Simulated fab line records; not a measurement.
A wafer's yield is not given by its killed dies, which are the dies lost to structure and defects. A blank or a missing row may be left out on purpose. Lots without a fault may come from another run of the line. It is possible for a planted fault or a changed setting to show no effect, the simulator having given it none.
A single fault, viewed from 2 desks / flow sky130 / what lay behind the numbers comes last; until then each desk has only its own

## FOR THE TOOL OWNER'S DESK: rie_diel-04
The tool's own readings at SKY_VIA1_ETCH_15 (etches SiO2 in C4F8/O2/Ar, stops on TiN, target depth 351 nm, time 54 s): means of the sampled wafers that have a number, for each lot that ran on this tool. Any lot whose mean is over 4 standard deviations away from the usual mean is out of limits and marked OUT; that distance is given in the brackets.
Columns: A = oes_product_au at SKY_VIA1_ETCH_15, usual 0.982 a.u.; B = run_length_s at SKY_VIA1_ETCH_15, usual 82.2 s
lot=L594; first seen here=day 38 09:25; A=0.964; B=83.8
lot=L596; first seen here=day 38 19:27; A=0.957 (-4.4) OUT; B=84.3 (+4.9) OUT
lot=L598; first seen here=day 39 12:16; A=0.968; B=84.3 (+4.8) OUT
This desk's finding: out of limits on L596, L598; first on L596, day 38 19:27 (oes_product_au at SKY_VIA1_ETCH_15). L594: within limits.

## FROM THE METROLOGY DESK
Means of the sampled wafers that have a number, per lot and without regard to the tool the lot ran on: this is what the gauges read. Any lot whose mean is over 4 standard deviations away from the usual mean is out of limits and marked OUT; that distance is given in the brackets.
Columns: A = CONTACT_CVD_00_THK at SKY_CONTACT_THK_MEAS_01, usual 75.0 nm; B = CONTACT_OVL at SKY_CONTACT_OVL_MEAS_15, usual -1 nm
lot=L586; first seen here=day 31 18:26; A=76.6; B=-2
lot=L588; first seen here=day 32 06:46; A=74.5; B=1
lot=L589; first seen here=day 32 17:31; A=74.9; B=-3
lot=L594; first seen here=day 34 21:51; A=75.6; B=6
lot=L596; first seen here=day 35 08:23; A=74.3; B=-2
lot=L598; first seen here=day 36 02:00; A=74.5; B=-6
lot=L601; first seen here=day 37 06:41; A=74.9; B=0
lot=L602; first seen here=day 37 07:49; A=75.3; B=0
lot=L605; first seen here=day 38 03:23; A=73.8; B=-8
lot=L606; first seen here=day 38 04:34; A=75.6; B=4
lot=L607; first seen here=day 38 10:58; A=75.8; B=9
lot=L608; first seen here=day 38 13:08; A=74.3; B=-3
lot=L609; first seen here=day 38 19:49; A=75.7; B=-1
Finding of this desk: none of the 13 lots has anything out of limits.

## TAKEN TOGETHER
The tool owner's desk could have raised an alarm at day 38 19:27, on L596, L598.
Metrology desk: nothing out of limits seen.
The metrology desk has L596, L598 on record, within its limits.
On rie_diel-04, each named lot ran SKY_VIA1_ETCH_15.

## WHAT THE SIMULATOR PUT IN
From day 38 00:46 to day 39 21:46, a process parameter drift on rie_diel-04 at SKY_VIA1_ETCH_15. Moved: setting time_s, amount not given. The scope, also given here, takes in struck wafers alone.
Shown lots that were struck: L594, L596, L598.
Hours from the fault's start to each desk's first reading out of limits: the tool owner's desk, 19.
